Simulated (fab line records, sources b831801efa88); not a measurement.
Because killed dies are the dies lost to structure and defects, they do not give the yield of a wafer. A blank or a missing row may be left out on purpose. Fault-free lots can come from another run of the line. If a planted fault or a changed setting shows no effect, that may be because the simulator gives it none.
A struck lot beside a sound one -- flow sky130 -- 16 steps out of a route of 708
Sound: wafers L991.1, L991.2, L991.5. Struck: wafer L982.6; the same lot's L982.4 was not struck, so it is left out; see the end for the cause.
Per side, at each step with rows, come the tool, then ch with its chambers, and then its first start. Under that, the readings that differ: sound wafers -- struck wafers -- difference of the means -- sigmas: that difference in standard deviations of wafers without a fault.
alike: a reading whose means differ by less than 2 such deviations, as well as words and numbers matching on both sides. not compared: withheld readings; readings where some wafer has no value; bounds like >300 that might hide an equal value; numbers whose values overlap and for which the record gives no deviation.
The two part at a step that has a row with sigmas, a row that says differs or no value, or rows on one side only. Non-overlapping numbers with no deviation appear without sigmas and do not part them. A reading that every wafer of one side lacks parts them only if that side has two wafers or more.

first, 8 steps without rows for these wafers: SKY_POLY_GATE_DEHYDRATE_05 (time 60 s); SKY_POLY_GATE_HMDS_06 (prime time 60 s); SKY_POLY_GATE_COAT_07 (resist thk 110 nm); SKY_POLY_GATE_COAT_08 (resist thk 450 nm); SKY_POLY_GATE_SOFTBAKE_09 (time 90 s); SKY_POLY_GATE_EXPOSE_10 (exposes mask P1M, target cd 150 nm); SKY_POLY_GATE_PEB_11; SKY_POLY_GATE_DEVELOP_12 (develop time 60 s).
SKY_POLY_GATE_CD_MEAS_13: the cd target is 150 nm.
  sound on cd-sem-01 at day 21 11:29; struck on cd-sem-01 at day 18 02:28
  alike: cd-nm
SKY_POLY_GATE_OVL_MEAS_14:
  sound on overlay-01 at day 21 11:37; struck on overlay-01 at day 18 02:32
  alike: POLY_GATE_OVL
SKY_POLY_GATE_ETCH_15: etches BARC in N2/H2, stops on SiO2, time 118.5 s, target depth 110 nm.
  sound on rie-diel-03 ch 0,1,3, day 21 11:39; struck on rie-diel-01 ch 1, day 18 02:33
  alike: drypump-motor-current-A, h2-flow-sccm, oes-product-au, throttle-valve-pct
  not compared: rf-hours-counter-h
SKY_POLY_GATE_ETCH_16: etches Si3N4 in CH3F/O2, stops on poly-Si, time 147.5 s, target depth 75 nm.
  sound on rie-diel-03 ch 0,1,3, day 21 11:44; struck on rie-diel-01 ch 1, day 18 02:38
  alike: drypump-motor-current-A, oes-product-au, throttle-valve-pct
  not compared: rf-hours-counter-h
SKY_POLY_GATE_ETCH_17: etches poly-Si in HBr/Cl2, stops on SiO2, target depth 180 nm, time 70.5 s.
  sound on rie-si-01 ch 0,1, day 21 11:50; struck on rie-si-01 ch 3, day 18 02:44
reading,sound,struck,difference,sigmas
oes-product-au (a.u.),0.993 0.982 0.977,1.004,+0.020,+2
model.KrF-thick_of_POLY_GATE_COAT_08.thk-nm (nm),142.1 140.5 148.8,97.39,-46.41,
model.SiO2_of_SONOS_ONO_CVD_04.thk-nm (nm),4.166 4.142 4.159,2.698,-1.458,
  alike: drypump-motor-current-A, throttle-valve-pct
  not compared: rf-hours-counter-h
SKY_POLY_GATE_STRIP_18: strips in O2/N2.
  sound on plasma-asher-03 ch 0,1, day 21 11:53; struck on plasma-asher-01 ch 1, day 18 02:49
reading,sound,struck,difference,sigmas
oes-product-au (a.u.),0.365 0.364 0.373,0.348,-0.019,-4
strip-time-to-endpoint-s (s),3.20 3.18 3.28,2.70,-0.52,-12
  alike: drypump-motor-current-A
  not compared: rf-hours-counter-h
then, 1 step without rows for these wafers: SKY_POLY_GATE_CLEAN_19 (cleans in SC1/SC2, time 150 s).
-- record jumps: 29 days separate the struck wafers' starts on either side; left off in module POLY_GATE, taken up again in module PAD_OPEN, whose first shown step is the route's number 708 --
SKY_PAD_OPEN_PROBE_99:
  sound on prober-01 at day 49 03:39; struck on prober-02 at day 47 05:13
reading,sound,struck,difference,sigmas
model.etest.tip-sonos.rs-ohm-sq,2632 2662 2672,2350,-305,
model.etest.tip-n.rs-ohm-sq,441.1 442.2 438.9,432.6,-8.1,
model.etest.res-pdiff-hv.rs-ohm-sq,190.4 194.5 193.8,183.6,-9.3,
  alike: killed_at_M0_to_M3, killed_at_M4_up, killed-at-contacts, killed-at-front-end, killed-at-other, killed-dies, killed-open, killed-short

WHERE THEY PART
At SKY_POLY_GATE_ETCH_17 first; at SKY_POLY_GATE_STRIP_18 last (within this record only). Later steps at which nothing parts them and some readings are alike: SKY_PAD_OPEN_PROBE_99.

WHY: what had been put in by the simulator
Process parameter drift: rie-si-01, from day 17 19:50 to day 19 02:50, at SKY_POLY_GATE_ETCH_17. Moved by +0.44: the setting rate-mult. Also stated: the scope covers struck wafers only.
